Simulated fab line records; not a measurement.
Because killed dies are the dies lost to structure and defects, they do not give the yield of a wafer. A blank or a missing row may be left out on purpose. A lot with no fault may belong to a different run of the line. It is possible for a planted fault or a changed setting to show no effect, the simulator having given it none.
A single fault, viewed from 2 desks :: flow gf180mcu :: every desk sees just its own numbers, and what lay behind them comes last

## AT THE METROLOGY DESK
What the gauges read for every lot (on any tool): the sampled wafers with a number, averaged. A lot is out of limits, marked OUT, if its mean lies more than 4 standard deviations from the usual mean; the brackets give that distance.
Columns: A = MVPSD_TW at GF_MVPSD_TW_MEAS_11, usual 553; B = POLY_GATE_OVL at GF_POLY_GATE_OVL_MEAS_11, usual -6 nm; C = HV_LDD_OVL at GF_HV_LDD_OVL_MEAS_08, usual -0.2 nm; D = CONTACT_W_RS at GF_CONTACT_RS_MEAS_25, usual 0.379 ohm/sq; E = CONTACT_W_THK at GF_CONTACT_THK_MEAS_26, usual 302 nm
lot: L586
first seen here: day 5 01:07
A: 551
B: -8
C: -2.6
D: 0.366
E: 311

lot: L588
first seen here: day 5 13:02
A: 554
B: -4
C: -1.0
D: 0.386
E: 296

lot: L587
first seen here: day 5 13:33
A: 552
B: -13
C: -0.7
D: 0.361
E: 320

lot: L592
first seen here: day 6 14:13
A: 548
B: -6
C: 1.5
D: 0.387
E: 295

lot: L593
first seen here: day 6 21:08
A: 546
B: -6
C: 1.2
D: 0.388
E: 295

lot: L596
first seen here: day 7 17:10
A: 558
B: -11
C: 0.8
D: 0.381
E: 305

lot: L599
first seen here: day 8 07:11
A: 551
B: -8
C: -1.2
D: 0.329 (-5.7) OUT
E: 343 (+5.6) OUT

lot: L600
first seen here: day 8 14:42
A: 556
B: 2
C: 0.8
D: 0.327 (-5.9) OUT
E: 354 (+7.1) OUT

lot: L602
first seen here: day 9 02:08
A: 549
B: -10
C: 0.1
D: 0.374
E: 303

lot: L603
first seen here: day 9 06:56
A: 556
B: -3
C: -0.2
D: 0.370
E: 305

lot: L605
first seen here: day 9 20:38
A: 551
B: -4
C: -0.5
D: 0.373
E: 305

lot: L609
first seen here: day 10 21:22
A: 558
B: -12
C: 1.6
D: 0.374
E: 305
This desk finds L599, L600 out of limits, with the earliest case on L599 at day 21 02:37 (CONTACT_W_RS at GF_CONTACT_RS_MEAS_25). In limits: L586, L588, L587, L592, L593, L596, L602, L603, L605, L609.

## TOOL OWNER'S DESK, cvdW-01
The tool's own readings at GF_CONTACT_CVD_24 (deposits W, target thk 300 nm, time 90.339 s): means of the sampled wafers that have a number, for each lot that ran on this tool. A lot is out of limits, marked OUT, if its mean lies more than 4 standard deviations from the usual mean; the brackets give that distance.
Columns: A = heaterPowerOuterW at GF_CONTACT_CVD_24, usual 544 W; B = heaterPowerW at GF_CONTACT_CVD_24, usual 874 W
lot: L588
first seen here: day 16 20:43
A: 580
B: 895

lot: L592
first seen here: day 18 18:35
A: 537
B: 816

lot: L593
first seen here: day 18 20:32
A: 566
B: 873

lot: L596
first seen here: day 20 05:30
A: 555
B: 874

lot: L599
first seen here: day 21 02:31
A: 562
B: 911

lot: L600
first seen here: day 21 12:41
A: 562
B: 873
Finding of this desk: none of the 6 lots has anything out of limits.

## PUT TOGETHER
On L599, L600, the metrology desk was in a position to raise an alarm at day 21 02:37.
The desk of the tool owner found nothing out of limits.
The tool owner's desk has L599, L600 on record, within its limits.
Every lot named ran GF_CONTACT_CVD_24 on cvdW-01.

## WHAT THE SIMULATOR HAD INSERTED
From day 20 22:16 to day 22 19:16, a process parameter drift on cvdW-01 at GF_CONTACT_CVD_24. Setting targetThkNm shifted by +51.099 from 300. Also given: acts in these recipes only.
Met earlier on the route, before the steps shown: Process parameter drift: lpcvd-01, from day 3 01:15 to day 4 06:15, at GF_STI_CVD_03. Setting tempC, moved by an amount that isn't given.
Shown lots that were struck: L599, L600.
Time in hours between the start of the fault and the first out-of-limits reading at each desk: metrology desk, 4.
